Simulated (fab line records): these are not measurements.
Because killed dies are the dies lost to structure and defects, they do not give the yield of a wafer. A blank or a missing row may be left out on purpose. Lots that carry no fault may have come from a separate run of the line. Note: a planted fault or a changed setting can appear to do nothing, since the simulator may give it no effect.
One fault seen from 2 desks :: flow sky130 :: every desk sees just its own numbers, and what lay behind them comes last

## DESK OF THE TOOL OWNER: pvd-sputter-04
The tool's own readings at SKY_METAL2_SPUTTER_02 (material AlCu, target thk 250 nm, time 13.3 s): means of the sampled wafers that have a number, for each lot that ran on this tool. The brackets show how far a lot's mean lies from the usual mean; more than 4 standard deviations puts the lot out of limits, marked OUT.
Columns: A = throttle-valve-pct at SKY_METAL2_SPUTTER_02, usual 29.7 %
lot: L722
first seen here: day 34 23:56
A: 30.9

lot: L723
first seen here: day 35 07:49
A: 29.6

lot: L724
first seen here: day 35 14:18
A: 30.2

lot: L725
first seen here: day 35 19:39
A: 30.5

lot: L726
first seen here: day 36 06:26
A: 29.6

lot: L728
first seen here: day 37 04:56
A: 31.1

lot: L738
first seen here: day 39 12:28
A: 29.4

lot: L739
first seen here: day 39 21:36
A: 30.7
This desk's finding: nothing out of limits on any of the 8 lots.

## AT THE METROLOGY DESK
Means of the sampled wafers that have a number, per lot and without regard to the tool the lot ran on: this is what the gauges read. The brackets show how far a lot's mean lies from the usual mean; more than 4 standard deviations puts the lot out of limits, marked OUT.
Columns: A = METAL2_ALCU_RS at SKY_METAL2_RS_MEAS_05, usual 0.1267 ohm/sq; B = METAL2_ALCU_THK at SKY_METAL2_THK_MEAS_06, usual 254 nm
lot: L722
first seen here: day 35 00:02
A: 0.1257
B: 255

lot: L723
first seen here: day 35 07:54
A: 0.1259
B: 255

lot: L724
first seen here: day 35 14:27
A: 0.1264
B: 253

lot: L725
first seen here: day 35 19:44
A: 0.1317
B: 245

lot: L726
first seen here: day 36 06:32
A: 0.1298
B: 247

lot: L727
first seen here: day 36 14:24
A: 0.1268
B: 253

lot: L728
first seen here: day 37 05:05
A: 0.1301
B: 248

lot: L736
first seen here: day 39 06:33
A: 0.1263
B: 254

lot: L738
first seen here: day 39 12:35
A: 0.1271
B: 253

lot: L739
first seen here: day 39 21:42
A: 0.1286
B: 250

lot: L740
first seen here: day 40 10:17
A: 0.1264
B: 256
This desk's finding: nothing out of limits on any of the 11 lots.

## PUT TOGETHER
The tool owner's desk saw nothing out of limits.
Nothing out of limits was seen by the metrology desk.

## WHAT THE SIMULATOR HAD INSERTED
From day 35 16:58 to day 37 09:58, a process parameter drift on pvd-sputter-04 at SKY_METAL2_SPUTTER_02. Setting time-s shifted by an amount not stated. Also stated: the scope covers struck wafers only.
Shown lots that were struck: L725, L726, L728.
